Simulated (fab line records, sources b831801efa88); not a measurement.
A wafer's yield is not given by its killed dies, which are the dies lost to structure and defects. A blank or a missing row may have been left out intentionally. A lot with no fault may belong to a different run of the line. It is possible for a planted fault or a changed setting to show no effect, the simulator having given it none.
Chamber matching | flow gf180mcu | 3 sister chambers for GF_CONTACT_CVD_00 on hdpcvd-01
The step deposits SiO2, target thk 300 nm, time 50 s. 16 wafers are shown with their chamber, then 8 later ones without.

== WAFERS PAIRED WITH THEIR CHAMBERS ==
wafer  | chamber | pressureMtorr (mTorr)
L363.1 | 1       | 6.008
L363.4 | 2       | 5.997
L363.6 | 0       | 5.982
L364.2 | 2       | 6.006
L364.4 | 2       | 5.993
L364.6 | 1       | 6.015
L369.2 | 2       | 6.005
L369.3 | 1       | 6.004
L369.5 | 2       | 6.012
L372.2 | 0       | 6.008
L372.3 | 1       | 6.021
L372.4 | 1       | 5.991
L373.3 | 2       | 6.015
L373.5 | 1       | 5.994
L373.6 | 0       | 5.989
L383.2 | 0       | 5.991

SIGNATURES, as means of the wafers listed above
reading       | chamber 0 | chamber 1 | chamber 2 | scatter within a chamber
pressureMtorr | 5.99250   | 6.00550   | 6.00467   | 0.0104
Rule: distance of a wafer from a chamber = root of the sum over the readings of ((wafer's reading minus chamber's mean) / reading's scatter) squared. If the next closest chamber is less than 2 further off than the closest, the wafer can't be placed; otherwise it belongs to the closest. The scatter is the square root of a quotient: the sum, over the shown wafers, of each reading's squared deviation from its chamber's mean, divided by wafers minus chambers.

== WAFERS WITH NO CHAMBER GIVEN ==
wafer  | pressureMtorr (mTorr)
L383.3 | 5.992
L383.6 | 6.005
L385.2 | 5.993
L385.3 | 6.001
L385.6 | 5.993
L384.4 | 5.991
L384.5 | 5.987
L384.6 | 5.990

== WHICH CHAMBER EACH ONE RAN IN ==
wafer  | from the rows above          | in truth
L383.3 | can't be placed: 0 or 2 or 1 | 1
L383.6 | can't be placed: 2 or 1 or 0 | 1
L385.2 | can't be placed: 0 or 2 or 1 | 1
L385.3 | can't be placed: 2 or 1 or 0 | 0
L385.6 | can't be placed: 0 or 2 or 1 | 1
L384.4 | can't be placed: 0 or 2 or 1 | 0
L384.5 | can't be placed: 0 or 2 or 1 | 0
L384.6 | can't be placed: 0 or 2 or 1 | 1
Placed correctly: 0 of 8. These rows do not allow placing 8 (true chamber among the candidates in 8). Wrongly placed: 0.
